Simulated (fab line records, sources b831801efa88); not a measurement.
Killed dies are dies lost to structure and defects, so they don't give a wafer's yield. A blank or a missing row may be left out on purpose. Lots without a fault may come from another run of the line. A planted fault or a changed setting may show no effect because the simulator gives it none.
fab line records | flow sky130
record lots=6 wafers=18 last_day=50
route steps=708 shown RES_XHIGH@336 SD_N@342 PAD_OPEN@708
lots that met no fault: from a run of the same line without faults
start_h: hours from the record's first day to the start of the lot's first wafer shown | wait_h: hours since the lot's step before | " the same as in the row above | L1.1+2: a row that stands for several wafers | - no value, or no start given | * or withheld: withheld | < > ~ a bound
route shown NAME@n: a module of which the file shows steps, and the number in the route of the first | usual: mean/standard deviation of fault-free wafers | same: alike in all rows | chamber/n: place in a boat | sites: the reading at each site | _std_site: their standard deviation | _edge_site: outer sites' mean less inner sites' | radius_mm: how far each site lies from the wafer's centre | mask NAME#n: copy n | behind: the tool/chamber that last shaped the wafer | hold: why the lot was held/for how many hours/how that ended | device: the transistor (n, p or np) that didn't switch | end of line: the same wafers' tests at the end of the route | a step without rows: its recipe alone | killed: dies lost to structure and defects at the first sort, not the wafer's yield | map: a wafer's dies, x killed, . not, _ none there
set.NAME: the setting as run; set.NAME@STEP: as run at that earlier step | model.NAME: the simulator's own value behind a step, which no gauge read
lots at some steps of the route; a table a step, a row a wafer
services: from which hour (start_h, from the record's first day; less than 0 if before it) a tool's chamber was out of use, for how many hours, and why
## steps
# step SKY_RES_XHIGH_EXPOSE_04
# recipe mask_id=URPM na=0.6 source_shape=conventional sigma_outer=0.6 polarization=unpolarized target_cd_nm=1270 dose_mj=140
# step SKY_RES_XHIGH_PEB_05
# recipe temp_c=withheld time_s=* resist=NOVOLAK
# step SKY_RES_XHIGH_DEVELOP_06
# recipe resist=NOVOLAK developer=TMAH develop_time_s=60 dev_temp_c=23
# step SKY_RES_XHIGH_IMPLANT_07
# recipe species=BF2 energy_kev=20 dose_cm2=3.6e+14 tilt_deg=0
# step SKY_RES_XHIGH_STRIP_08
# recipe chemistry=O2/N2 power_w=1400 pressure_mtorr=1500 platen_temp_c=withheld o2_flow_sccm=3000 n2_flow_sccm=300 overash_fraction=0.5
# usual drypump_motor_current_A=6.07/0.24 oes_product_au=0.712/0.0046 strip_time_to_endpoint_s=14.28/0.041
# columns lot.wafer tool chamber start_h wait_h drypump_motor_current_A oes_product_au rf_hours_counter_h strip_time_to_endpoint_s
L741.3 plasma_asher-01 1 665.73 0.1 6.38 0.716 - 14.34
L741.5 " 0 " " 6.28 0.710 - 14.35
L741.6 " 1 " " 6.42 0.717 - 14.35
L744.1 plasma_asher-01 0 687.05 0.1 6.26 0.711 61 14.29
L744.3 " 0 " " 6.30 0.709 - 14.29
L744.5 " 0 " " 6.27 0.708 - 14.27
L745.4 plasma_asher-02 0 696.72 0.1 5.84 0.708 - 14.29
L745.5 " 1 " " 6.16 0.712 - 14.31
L745.6 " 0 " " 5.86 0.715 - 14.30
L746.1 plasma_asher-02 1 709.65 0.1 6.20 0.710 85 14.26
L746.5 " 0 " " 5.83 0.712 - 14.23
L746.6 " 1 " " 6.18 0.713 - 14.25
L753.4 plasma_asher-02 1 775.87 0.1 6.16 0.712 - 14.24
L753.5 " 0 " " 5.83 0.713 - 14.20
L753.6 " 1 " " 6.17 0.717 - 14.23
L756.3 plasma_asher-02 1 784.09 0.1 6.18 0.709 - 14.27
L756.4 " 0 " " 5.83 0.703 - 14.29
L756.6 " 0 " " 5.86 0.698 - 14.34
# step SKY_RES_XHIGH_TW_MEAS_09
# usual RES_XHIGH_TW=1661/27
# columns lot.wafer tool chamber start_h wait_h RES_XHIGH_TW
L741.3 film_metro-04 - 665.82 0.1 1688
L741.5 " - " " 1690
L741.6 " - " " 1686
L744.1 film_metro-01 - 687.15 0.1 1666
L744.3 " - " " 1665
L744.5 " - " " 1658
L745.4 film_metro-01 - 696.81 0.1 1678
L745.5 " - " " 1674
L745.6 " - " " 1671
L746.1 film_metro-01 - 709.75 0.1 1669
L746.5 " - " " 1670
L746.6 " - " " 1667
L753.4 film_metro-04 - 775.96 0.1 1687
L753.5 " - " " 1675
L753.6 " - " " 1678
L756.3 film_metro-04 - 784.17 0.1 1687
L756.4 " - " " 1690
L756.6 " - " " 1687
# step SKY_SD_N_DEHYDRATE_00
# recipe temp_c=200 time_s=60
# step SKY_SD_N_HMDS_01
# recipe prime_time_s=60 prime_temp_c=120
# step SKY_SD_N_COAT_02
# recipe resist=NOVOLAK spin_rpm=3000 resist_thk_nm=1140
# step SKY_SD_N_SOFTBAKE_03
# recipe temp_c=90 time_s=60 resist=NOVOLAK
# step SKY_SD_N_EXPOSE_04
# recipe mask_id=NSDM na=0.6 source_shape=conventional sigma_outer=0.6 polarization=unpolarized target_cd_nm=380 dose_mj=141
# step SKY_SD_N_PEB_05
# recipe temp_c=withheld time_s=* resist=NOVOLAK
# step SKY_SD_N_DEVELOP_06
# recipe resist=NOVOLAK developer=TMAH develop_time_s=60 dev_temp_c=23
# usual developer_temp_C=23.00/0.11
# columns lot.wafer tool chamber start_h wait_h developer_temp_C
L741.3 litho_track-04 0 692.74 0.1 23.10
L741.5 " 0 " " 23.07
L741.6 " 0 " " 23.01
L744.1 litho_track-01 0 714.35 0.1 22.90
L744.3 " 0 " " 22.89
L744.5 " 0 " " 23.02
L745.4 litho_track-01 0 724.53 0.1 22.27
L745.5 " 0 " " 22.06
L745.6 " 0 " " 22.19
L746.1 litho_track-01 0 737.30 0.1 21.97
L746.5 " 0 " " 22.08
L746.6 " 0 " " 22.09
L753.4 litho_track-04 0 802.51 0.1 22.92
L753.5 " 0 " " 23.12
L753.6 " 0 " " 23.04
L756.3 litho_track-01 0 811.70 0.1 23.08
L756.4 " 0 " " 23.11
L756.6 " 0 " " 22.97
# step SKY_SD_N_CD_MEAS_07
# recipe target_cd_nm=380
# usual cd_nm=379.8/2.4
# columns lot.wafer tool chamber start_h wait_h cd_nm
L741.3 cd_sem-01 - 692.88 0.1 378.5
L741.5 " - " " 380.3
L741.6 " - " " 379.0
L744.1 cd_sem-01 - 714.50 0.1 379.5
L744.3 " - " " 380.8
L744.5 " - " " 379.1
L745.4 cd_sem-02 - 724.66 0.1 381.7
L745.5 " - " " 382.4
L745.6 " - " " 380.7
L746.1 cd_sem-01 - 737.45 0.1 379.8
L746.5 " - " " 381.3
L746.6 " - " " 376.7
L753.4 cd_sem-02 - 802.65 0.1 380.7
L753.5 " - " " 382.7
L753.6 " - " " 383.3
L756.3 cd_sem-01 - 811.84 0.1 381.7
L756.4 " - " " 379.9
L756.6 " - " " 379.5
# step SKY_PAD_OPEN_PROBE_99
# usual killed_at_M0_to_M3=43/7.3 killed_at_M4_up=3.4/1.7 killed_at_contacts=24/4.5 killed_at_front_end=16/4.4 killed_at_other=0.2/0.51 killed_dies=86/9.7 killed_open=46/6.6 killed_short=39/7.1
# same gross_dies=492 killed_at_back_side=0
# columns lot.wafer tool chamber start_h wait_h killed_at_M0_to_M3 killed_at_M4_up killed_at_contacts killed_at_front_end killed_at_other killed_dies killed_open killed_short
L741.3 prober-01 - 1109.66 0.2 33 4 25 13 0 75 35 40
L741.5 prober-01 - 1109.76 0.2 54 4 20 19 0 97 44 53
L741.6 prober-01 - 1109.81 0.2 37 2 23 13 0 75 41 34
L744.1 prober-01 - 1124.16 0.1 33 5 23 21 0 82 47 35
L744.3 prober-01 - 1124.26 0.2 47 3 17 20 1 88 50 38
L744.5 prober-01 - 1124.36 0.2 57 3 21 15 0 96 51 44
L745.4 prober-01 - 1130.06 0.2 32 4 22 12 1 71 46 24
L745.5 prober-01 - 1130.11 0.2 49 3 28 14 1 95 47 47
L745.6 prober-01 - 1130.16 0.2 42 2 26 18 0 88 56 32
L753.4 prober-01 - 1185.44 0.2 39 5 22 18 0 84 44 38
L753.5 prober-01 - 1185.49 0.2 49 3 21 17 0 90 54 36
L753.6 prober-01 - 1185.54 0.2 53 1 26 16 0 96 53 42
L756.3 prober-01 - 1191.30 0.3 33 5 26 15 0 79 44 35
L756.4 prober-01 - 1191.35 0.3 32 1 22 20 0 75 39 36
L756.6 prober-01 - 1191.45 0.3 48 2 29 10 0 89 52 37
# killed by level:class
L741.3 LOCAL_INTERCONNECT:geometric_particle:short=7 CONTACT:geometric_particle:short=6 VIA2:geometric_particle:open=6 METAL1:geometric_particle:short=6 FIELD_ISO:geometric_particle:open=4 POLY_GATE:geometric_particle:short=4 METAL2:geometric_particle:short=4 CONTACT:geometric_particle:open=4
L741.5 VIA3:geometric_particle:open=10 METAL2:geometric_particle:short=10 VIA1:geometric_particle:open=8 FIELD_ISO:geometric_particle:short=7 CONTACT:geometric_particle:open=7 VIA2:geometric_particle:short=6 VIA2:geometric_particle:open=6 LI_CONTACT:geometric_particle:open=6
L741.6 VIA2:geometric_particle:open=13 CONTACT:geometric_particle:open=11 METAL2:geometric_particle:short=6 FIELD_ISO:geometric_particle:short=5 CONTACT:geometric_particle:short=5 VIA1:geometric_particle:short=5 LOCAL_INTERCONNECT:geometric_particle:short=4 POLY_GATE:geometric_particle:open=3
L744.1 VIA1:geometric_particle:open=12 CONTACT:geometric_particle:open=8 POLY_GATE:geometric_particle:open=6 CONTACT:geometric_particle:short=6 VIA2:geometric_particle:open=6 POLY_GATE:geometric_particle:short=5 FIELD_ISO:geometric_particle:short=4 FIELD_ISO:geometric_particle:open=4
L744.3 VIA1:geometric_particle:open=13 VIA1:geometric_particle:short=9 FIELD_ISO:geometric_particle:short=7 CONTACT:geometric_particle:open=7 FIELD_ISO:geometric_particle:open=5 VIA2:geometric_particle:open=5 METAL1:geometric_particle:short=4 POLY_GATE:geometric_particle:open=3
L744.5 VIA1:geometric_particle:open=20 LI_CONTACT:geometric_particle:open=7 CONTACT:geometric_particle:short=6 VIA2:geometric_particle:open=6 CONTACT:geometric_particle:open=6 METAL1:geometric_particle:short=6 FIELD_ISO:geometric_particle:short=5 VIA2:geometric_particle:short=5
L745.4 CONTACT:geometric_particle:open=11 VIA1:geometric_particle:open=11 VIA3:geometric_particle:open=7 LI_CONTACT:geometric_particle:open=5 METAL4:geometric_particle:short=4 FIELD_ISO:geometric_particle:open=3 FIELD_ISO:geometric_particle:short=3 POLY_GATE:geometric_particle:open=3
L745.5 VIA1:geometric_particle:open=8 CONTACT:geometric_particle:open=8 METAL2:geometric_particle:short=8 LI_CONTACT:geometric_particle:open=7 VIA2:geometric_particle:open=7 CONTACT:geometric_particle:short=6 VIA3:geometric_particle:short=6 METAL1:geometric_particle:short=5
L745.6 CONTACT:geometric_particle:open=14 VIA1:geometric_particle:open=13 FIELD_ISO:geometric_particle:short=7 VIA2:geometric_particle:open=6 POLY_GATE:geometric_particle:open=4 SPACER:geometric_particle:open=4 LI_CONTACT:geometric_particle:open=4 LOCAL_INTERCONNECT:geometric_particle:short=4
L753.4 VIA1:geometric_particle:open=16 LI_CONTACT:geometric_particle:open=7 METAL1:geometric_particle:short=6 POLY_GATE:geometric_particle:short=5 CONTACT:geometric_particle:open=5 METAL2:geometric_particle:short=5 POLY_GATE:geometric_particle:open=4 CONTACT:geometric_particle:short=4
L753.5 VIA3:geometric_particle:open=12 CONTACT:geometric_particle:open=10 VIA2:geometric_particle:open=8 VIA1:geometric_particle:open=6 FIELD_ISO:geometric_particle:open=5 METAL2:geometric_particle:short=5 METAL1:geometric_particle:short=5 POLY_GATE:geometric_particle:open=4
L753.6 VIA1:geometric_particle:open=16 LI_CONTACT:geometric_particle:open=9 METAL1:geometric_particle:short=8 CONTACT:geometric_particle:short=7 VIA3:geometric_particle:open=7 CONTACT:geometric_particle:open=4 VIA1:geometric_particle:short=4 METAL2:geometric_particle:short=4
L756.3 CONTACT:geometric_particle:open=13 VIA1:geometric_particle:open=11 CONTACT:geometric_particle:short=7 LI_CONTACT:geometric_particle:open=6 FIELD_ISO:geometric_particle:short=4 METAL2:geometric_particle:short=4 VIA2:geometric_particle:open=4 FIELD_ISO:geometric_particle:open=3
L756.4 CONTACT:geometric_particle:open=10 FIELD_ISO:geometric_particle:open=5 POLY_GATE:geometric_particle:open=5 LOCAL_INTERCONNECT:geometric_particle:short=5 METAL2:geometric_particle:short=5 METAL1:geometric_particle:short=4 VIA1:geometric_particle:short=4 VIA1:geometric_particle:open=4
L756.6 VIA1:geometric_particle:open=13 CONTACT:geometric_particle:open=12 VIA2:geometric_particle:open=10 LI_CONTACT:geometric_particle:open=7 FIELD_ISO:geometric_particle:short=6 VIA1:geometric_particle:short=6 CONTACT:geometric_particle:short=5 METAL1:geometric_particle:short=5
## services
# columns tool chamber start_h hours kind
litho_track-01 - 681.32 - consumable_replace:filter
plasma_asher-01 - 750.55 6.6 repair
plasma_asher-01 - 774.90 15.6 pm
## key
first_sign step=SKY_SD_N_DEVELOP_06 reading=developer_temp_C direction=down sigmas=8.2 usual=* struck=*
effect none on later readings
met_at SKY_SD_N_DEVELOP_06
struck_wafers L745.4,L745.5,L745.6,L746.1,L746.5,L746.6
tester_left_out L745,L746
onset_between 714.35 724.53
fault kind=process_parameter_drift tool=litho_track-01 chamber=- onset_h=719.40 steps=SKY_SD_N_DEVELOP_06 channel=dev_temp_c offset=* shape=step end_h=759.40 acts_in=* stated=*
# tester_left_out: of these lots the tester's yield and bins aren't shown, on N5 and GAA mostly nor the transistor test; their killed dies are dies lost to structure and defects alone, not to doping, threshold or leakage, so they don't give the yield
